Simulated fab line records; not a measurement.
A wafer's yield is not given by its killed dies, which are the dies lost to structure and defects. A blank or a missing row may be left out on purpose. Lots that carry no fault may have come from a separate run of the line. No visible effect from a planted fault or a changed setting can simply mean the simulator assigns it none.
Code-filled problem report in 8D (eight disciplines) form -- flow sky130 -- the parts of the form that need people (team, actions taken, sign-off) are left out

== 1. WHAT IS WRONG ==
Wafers free of any fault read 3.99 nm (standard deviation 0.077) for POLY_GATE_OXIDATION_THK at SKY_POLY_GATE_THK_MEAS_21, against a mean of 6.57 nm on 9 wafers of 3 lots. Relative to the usual mean, that is a shift of +33 standard deviations.
First observed at day 20 20:02: wafer L165.1, on film_metro-01. At this step, 33 wafers from 11 lots have a number in the record. Rule for "out" (also "out of limits"): further than 4 standard deviations from the usual mean. Any other wafer with a number is counted as sound.

== 2. WHAT IT IS AND WHAT IT IS NOT ==
question,is,is not
which readings at this step,POLY_GATE_OXIDATION_THK,-
which lots,"L165, L167, L169","L154, L156, L157, L159, L162, L170, L175, L177"
which wafers of those lots,all that have a number,-
read on which gauges,"film_metro-01, film_metro-03",film_metro-02
when,from day 20 20:02,"up to then (15 sound wafers); but 9 sound wafers of L170, L175, L177 came after"

== 3. WHAT RULES OUT EACH SUSPECT ==
Counting: a tool at any process step up to the reading remains a suspect when it ran all the lots that are out and ran no sound lot after the first of those.
- the gauge at SKY_POLY_GATE_THK_MEAS_21: ruled out. Those wafers that are out were read across 2 gauges (film_metro-01, film_metro-03).
- furnace-01 at SKY_POLY_GATE_OXIDATION_20 (stabilise 600 s, purge 300 s, target thk 4 nm): kept. It ran every lot that is out, first L165 (day 20 18:47), and no sound lot after that; its last sound lot up to then is L159 (day 18 15:12). On those wafers its own readings are out: spike_tc_bottom_C, spike_tc_centre_C, spike_tc_lower_C, spike_tc_top_C, spike_tc_upper_C, tube_center_temp_C, tube_center_temp_C_max.
After counting, what remains is furnace-01 at SKY_POLY_GATE_OXIDATION_20.

== 4. THE CAUSE (what the simulator had put in) ==
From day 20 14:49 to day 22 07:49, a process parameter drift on furnace-01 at SKY_POLY_GATE_OXIDATION_20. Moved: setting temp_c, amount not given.
Only this tool survived the counting.

== 5. THE EFFECT CHAIN, in route order ==
Each row: a reading whose mean over the struck wafers that have a number lies more than 3 standard deviations from the usual. Readings are gone through only where the record gives a usual standard deviation; hours: the median, over the lots, of the time from a lot's start at the first step in this table giving one to that lot's start at this step; sigmas: the change measured in usual standard deviations.
hours,step,reading,usual,on struck wafers,change,sigmas
0,SKY_POLY_GATE_OXIDATION_20,spike_tc_bottom_C,870.0 C,913.0,+43.0,+17
0,SKY_POLY_GATE_OXIDATION_20,spike_tc_centre_C,851.3 C,891.3,+40.0,+25
0,SKY_POLY_GATE_OXIDATION_20,spike_tc_lower_C,849.9 C,891.8,+41.9,+43
0,SKY_POLY_GATE_OXIDATION_20,spike_tc_top_C,863.2 C,903.6,+40.4,+45
0,SKY_POLY_GATE_OXIDATION_20,spike_tc_upper_C,849.8 C,891.2,+41.4,+38
0,SKY_POLY_GATE_OXIDATION_20,tube_center_temp_C,849.99 C,891.60,+41.61,+99 or more
0,SKY_POLY_GATE_OXIDATION_20,tube_center_temp_C_max,852.2,893.8,+41.6,+99 or more
0,SKY_POLY_GATE_OXIDATION_20,zone_power_lower_pct,17.1 %,19.5,+2.4,+3.3
1,SKY_POLY_GATE_THK_MEAS_21,POLY_GATE_OXIDATION_THK,3.99 nm,6.57,+2.58,+33
It contains these process steps:
- SKY_POLY_GATE_OXIDATION_20: stabilise 600 s, purge 300 s, target thk 4 nm.

== 6. WHAT WOULD HAVE CAUGHT IT SOONER ==
5 hours passed between the start of the fault at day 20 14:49 and the first reading out of limits at a measuring or inspecting step in this record, taken at day 20 20:02.
The tool's own readings at SKY_POLY_GATE_OXIDATION_20 were out on every struck wafer that the step has a row for (spike_tc_bottom_C, spike_tc_centre_C, spike_tc_lower_C, spike_tc_top_C, spike_tc_upper_C, tube_center_temp_C, tube_center_temp_C_max): an alarm limit on them would have fired on the first of those.
L167, L169, from the lots that are out (3), started SKY_POLY_GATE_OXIDATION_20 on furnace-01 later than day 20 20:02. A hold on the tool at that time would have spared those 2.
